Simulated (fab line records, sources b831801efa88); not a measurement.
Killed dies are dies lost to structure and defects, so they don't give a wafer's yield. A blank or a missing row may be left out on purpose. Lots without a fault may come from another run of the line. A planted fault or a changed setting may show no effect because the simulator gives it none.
Chamber matching | flow gf180mcu | GF_V3_CMP_04 on cmp-02: 4 sister chambers
The step polishes SiO2. 7 wafers are shown with their chamber, then 8 later ones without.

WAFERS WITH THEIR CHAMBER
wafer  | chamber | motor_current_A (A) | time_to_endpoint_s (s)
L598.1 | 3       | 13.1                | 76
L603.5 | 0       | 8.7                 | 79
L605.2 | 0       | 9.7                 | 79
L610.3 | 2       | 12.9                | 77
L610.5 | 1       | 13.2                | 80
L610.6 | 2       | 12.5                | 78
L616.4 | 1       | 12.6                | 77

WAFERS WITHOUT THEIR CHAMBER
wafer  | motor_current_A (A) | time_to_endpoint_s (s)
L616.5 | 12.4                | 70
L616.6 | 11.8                | 88
L620.2 | 13.8                | 72
L620.4 | 12.7                | 81
L620.6 | 9.3                 | 79
L621.1 | 12.5                | 79
L621.5 | 12.2                | 84
L621.6 | 9.1                 | 88

WHICH CHAMBER EACH WENT THROUGH
wafer  | from the rows above               | in truth
L616.5 | can't be placed: 3 or 2 or 1      | 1
L616.6 | can't be placed: 1 or 2 or 0 or 3 | 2
L620.2 | can't be placed: 3 or 2 or 1      | 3
L620.4 | can't be placed: 1 or 2 or 3      | 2
L620.6 | 0                                 | 0
L621.1 | can't be placed: 1 or 2 or 3      | 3
L621.5 | can't be placed: 1 or 2 or 3      | 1
L621.6 | 0                                 | 0
Placed correctly: 2 of 8. Can't be placed from these rows: 6 (the true chamber is among the candidates in 6). Placed wrongly: 0.
How it was worked out, from the rows above alone: a wafer's distance from a chamber is the root of the sum, over the readings, of the square of ((its reading less the chamber's mean) divided by the reading's scatter). The wafer belongs to the nearest chamber; if the next one is less than 2 further off, it can't be placed. A chamber's mean is the mean of its shown wafers. The scatter: the root of (the sum of the squares of (reading less its chamber's mean) over the shown wafers, divided by (wafers less chambers)).
